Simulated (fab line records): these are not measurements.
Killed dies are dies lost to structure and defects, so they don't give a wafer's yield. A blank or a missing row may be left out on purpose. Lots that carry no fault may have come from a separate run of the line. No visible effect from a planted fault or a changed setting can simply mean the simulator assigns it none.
A struck lot beside a sound one | flow sky130 | 44 out of 708 route steps
Sound: wafers L728.3, L728.5, L728.6. The struck wafers were L738.1, L738.5, L738.6. The cause is named last.
For every step that has rows: the tool of each side, followed by ch and its chambers, followed by its first start. Under that, the readings that differ: sound wafers | struck wafers | difference of the means | sigmas: that difference in standard deviations of wafers without a fault.
alike: same words and numbers on both sides, and readings whose means sit less than 2 such deviations apart. not compared: any withheld reading, any reading some wafer has no value for, any bound like >300 that may hide the same value, and any number with overlapping values for which the record gives no deviation.
The two part at a step that has a row with sigmas, a row that says differs or no value, or rows on one side only. Numbers that have no deviation but don't overlap get no sigmas and don't part them. A reading missing from all wafers of one side parts the sides only when that side holds two or more wafers.

first, 2 steps without rows for these wafers: SKY_DNWELL_DEVELOP_06 (develop time 60 s); SKY_DNWELL_IMPLANT_07.
SKY_DNWELL_STRIP_08: strips in O2/N2.
  sound on plasma_asher-01 ch 0,1, day 5 02:34; struck on plasma_asher-04 ch 0,1, day 7 10:59
  reading                      | sound             | struck            | difference | sigmas
  strip_time_to_endpoint_s (s) | 37.18 37.21 37.16 | 36.73 36.80 36.84 | -0.39      | -3
  alike: chamber_pressure_mTorr, drypump_motor_current_A, n2_flow_sccm, oes_product_au
  not compared: rf_hours_counter_h
SKY_DNWELL_TW_MEAS_09:
  struck on film_metro-02, day 7 11:05; sound on film_metro-01, day 5 02:40
  alike: DNWELL_TW
then, 7 steps without rows for these wafers: SKY_PWDE_DEHYDRATE_00 (time 60 s); SKY_PWDE_HMDS_01 (prime time 60 s); SKY_PWDE_COAT_02 (resist thk 3000 nm); SKY_PWDE_SOFTBAKE_03; SKY_PWDE_EXPOSE_04 (exposes mask PWDEM, target cd 840 nm); SKY_PWDE_PEB_05; SKY_PWDE_DEVELOP_06 (develop time 60 s).
SKY_PWDE_OVL_MEAS_07:
  struck on overlay-02, day 8 06:29; sound on overlay-02, day 5 19:51
  alike: PWDE_OVL
SKY_PWDE_IMPLANT_08:
  sound on implanter-04 ch 0, day 5 19:55; struck on implanter-02 ch 0, day 8 06:31
SKY_PWDE_STRIP_09: strips in O2/N2.
  sound on plasma_asher-01 ch 0,1, day 5 20:03; struck on plasma_asher-03 ch 0,1, day 8 06:40
  reading                      | sound             | struck            | difference | sigmas
  strip_time_to_endpoint_s (s) | 36.85 36.85 36.74 | 37.08 37.14 37.02 | +0.27      | +2
  alike: chamber_pressure_mTorr, drypump_motor_current_A, n2_flow_sccm, oes_product_au
  not compared: rf_hours_counter_h
SKY_PWDE_TW_MEAS_10:
  struck on film_metro-01, day 8 06:46; sound on film_metro-02, day 5 20:08
  alike: PWDE_TW
then, 7 steps without rows for these wafers: SKY_NWELL_DEHYDRATE_03 (time 60 s); SKY_NWELL_HMDS_04 (prime time 60 s); SKY_NWELL_COAT_05 (resist thk 3000 nm); SKY_NWELL_SOFTBAKE_06; SKY_NWELL_EXPOSE_07 (exposes mask NWM, target cd 840 nm); SKY_NWELL_PEB_08; SKY_NWELL_DEVELOP_09 (develop time 60 s).
SKY_NWELL_OVL_MEAS_10:
  struck on overlay-02, day 9 01:07; sound on overlay-01, day 6 13:56
  alike: NWELL_00_OVL
then, 3 steps without rows for these wafers: SKY_NWELL_IMPLANT_11; SKY_NWELL_IMPLANT_12; SKY_NWELL_IMPLANT_13.
SKY_NWELL_STRIP_14: strips in O2/N2.
  sound on plasma_asher-01 ch 0,1, day 6 14:27; struck on plasma_asher-01 ch 0,1, day 9 01:36
  alike: chamber_pressure_mTorr, drypump_motor_current_A, n2_flow_sccm, oes_product_au, strip_time_to_endpoint_s
  not compared: rf_hours_counter_h
SKY_NWELL_TW_MEAS_15:
  struck on film_metro-04, day 9 01:42; sound on film_metro-02, day 6 14:32
  reading  | sound          | struck         | difference | sigmas
  NWELL_TW | 1793 1797 1791 | 1841 1839 1839 | +46        | +3
then, 7 steps without rows for these wafers: SKY_NWELL_DEHYDRATE_16 (time 60 s); SKY_NWELL_HMDS_17 (prime time 60 s); SKY_NWELL_COAT_18 (resist thk 3000 nm); SKY_NWELL_SOFTBAKE_19; SKY_NWELL_EXPOSE_20 (exposes mask NWM COMPLEMENT, target cd 840 nm); SKY_NWELL_PEB_21; SKY_NWELL_DEVELOP_22 (develop time 60 s).
SKY_NWELL_OVL_MEAS_23:
  struck on overlay-01, day 9 22:05; sound on overlay-02, day 7 09:47
  reading           | sound          | struck       | difference | sigmas
  NWELL_01_OVL (nm) | -1.6 -2.9 -2.8 | -0.6 1.6 0.3 | +2.9       | +2
after that, 1 step had no rows for these wafers: SKY_NWELL_IMPLANT_24.
SKY_NWELL_STRIP_25: strips in O2/N2.
  sound on plasma_asher-01 ch 0,1, day 7 09:59; struck on plasma_asher-02 ch 0,1, day 9 22:17
  reading                      | sound             | struck            | difference | sigmas
  strip_time_to_endpoint_s (s) | 37.09 36.98 37.04 | 36.81 36.83 36.93 | -0.18      | -2
  alike: chamber_pressure_mTorr, drypump_motor_current_A, n2_flow_sccm, oes_product_au
  not compared: rf_hours_counter_h
SKY_NWELL_TW_MEAS_26:
  struck on film_metro-02, day 9 22:23; sound on film_metro-04, day 7 10:04
  alike: NWELL_2_TW
then, 1 step without rows for these wafers: SKY_NWELL_CLEAN_27 (cleans in SC1/SC2, time 150 s).
SKY_NWELL_RTA_28: time 30 s.
  sound on rtp_anneal-01 ch 0, day 7 10:12; struck on rtp_anneal-02 ch 0, day 9 22:29
  alike: anneal_temp_c_max, lamp_power_pct, wafer_temp_C_max
SKY_NWELL_RS_MEAS_29: measures by four-point-probe.
  struck on film_metro-01, day 9 22:35; sound on film_metro-02, day 7 10:19
  reading           | sound             | struck            | difference | sigmas
  NWELL_RS (ohm/sq) | 627.3 626.6 626.9 | 622.3 623.5 622.9 | -4.0       | -2
SKY_NWELL_RS_MEAS_31: measures by four-point-probe.
  struck on film_metro-01, day 9 22:50; sound on film_metro-02, day 7 10:33
  reading          | sound          | struck         | difference | sigmas
  PWDE_RS (ohm/sq) | 5291 5309 5286 | 5332 5347 5325 | +39        | +2
-- the record jumps here: 40 days lie between the struck wafers' starts before and after (it left off in module NWELL and takes up again in module PAD_OPEN, whose first step shown is number 708 of the route) --
SKY_PAD_OPEN_PROBE_99:
  struck on prober-01, day 49 21:05; sound on prober-01, day 47 18:07
  alike: killed_at_M0_to_M3, killed_at_M4_up, killed_at_contacts, killed_at_front_end, killed_at_other, killed_dies, killed_open, killed_short

WHERE THEY PART
First at SKY_DNWELL_STRIP_08; last, within this record, at SKY_NWELL_RS_MEAS_31. Later steps at which nothing parts them and some readings are alike: SKY_PAD_OPEN_PROBE_99.

WHY: whatever the simulator had introduced
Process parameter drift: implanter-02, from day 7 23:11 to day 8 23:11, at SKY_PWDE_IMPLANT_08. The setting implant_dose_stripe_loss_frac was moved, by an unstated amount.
